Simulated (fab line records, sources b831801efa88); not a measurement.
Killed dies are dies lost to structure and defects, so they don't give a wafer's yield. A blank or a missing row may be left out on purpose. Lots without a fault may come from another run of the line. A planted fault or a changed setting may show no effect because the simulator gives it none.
Problem report in the 8D (eight disciplines) form, filled by code | flow gf180mcu | the parts of the form that need people (team, actions taken, sign-off) are left out

1. THE PROBLEM
oes_product_au at GF_V1_ETCH_17 reads a mean of 0.376 a.u. on 6 wafers of 2 lots; wafers without a fault read 0.856 a.u. with a standard deviation of 0.0044. That is -99 or more standard deviations from the usual mean.
The step: etches SiO2 in C4F8/O2/Ar, stops on TiN, target depth 630 nm.
The step gives no start for some of these wafers. The record holds 42 wafers of 14 lots with a number at this step. Rule for "out", or "out of limits": more than 4 standard deviations from the usual mean. The other wafers with a number count as sound.

2. WHAT IT IS AND WHAT IT IS NOT
question                    | is                     | is not
which readings at this step | oes_product_au         | chamber_pressure_mTorr
which lots                  | L685, L686             | L675, L676, L677, L678, L679, L688, L690, L691, L693, L695, L697, L698
which wafers of those lots  | all that have a number | -
read on which tools         | rie_diel-04            | rie_diel-01, rie_diel-02

3. SUSPECTS, AND WHAT RULES EACH OUT
Counting: a tool at a process step up to the reading stays a suspect if it ran every lot that is out and no sound lot after the first of them.
- rie_diel-04 at GF_V1_ETCH_16 (etches BARC in N2/H2): ruled out as a lasting fault. Sound lots L693, L697, L698 ran on it after its first lot that is out, L685 (day 22 01:38).
- rie_diel-04 at GF_V1_ETCH_17 (etches SiO2 in C4F8/O2/Ar, stops on TiN, target depth 630 nm): ruled out as a lasting fault. Sound lots L693, L697, L698 ran on it after its first lot that is out, L685 (day 22 01:46). GF_V1_ETCH_17 gives no start for some lots, so the hours and the order of its lots are those of GF_V1_STRIP_18.
Left after counting: nothing in the record.

4. THE CAUSE (what the simulator had put in)
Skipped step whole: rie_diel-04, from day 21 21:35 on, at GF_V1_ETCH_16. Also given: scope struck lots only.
Counting ruled it out, wrongly.

5. THE CHAIN OF EFFECTS, in route order
Each row: a reading whose mean over the struck wafers that have a number lies more than 3 standard deviations from the usual. Only readings for which the record gives a usual standard deviation are gone through. hours: the time from each lot's start at the first step in this table that gives one to its start at this step, as a median over the lots. sigmas: the change in usual standard deviations.
hours | step           | reading        | usual      | on struck wafers | change | sigmas
-     | GF_V1_ETCH_17  | oes_product_au | 0.856 a.u. | 0.376            | -0.480 | -99 or more
0     | GF_V1_STRIP_18 | oes_product_au | 0.593 a.u. | 0.613            | +0.020 | +3.7
The process steps in it:
- GF_V1_ETCH_17: etches SiO2 in C4F8/O2/Ar, stops on TiN, target depth 630 nm.
- GF_V1_STRIP_18: strips in O2/N2.
Readings that are blank on the struck wafers while sound wafers have them: bias_w at GF_V1_ETCH_16; chamber_pressure_mTorr at GF_V1_ETCH_16; drypump_motor_current_A at GF_V1_ETCH_16; oes_product_au at GF_V1_ETCH_16; throttle_valve_pct at GF_V1_ETCH_16.

6. WHAT WOULD HAVE CAUGHT IT SOONER
At GF_V1_ETCH_16 the tool's readings are blank on the struck wafers, where sound wafers have them: an empty tool record is the first sign, and it was there at once.
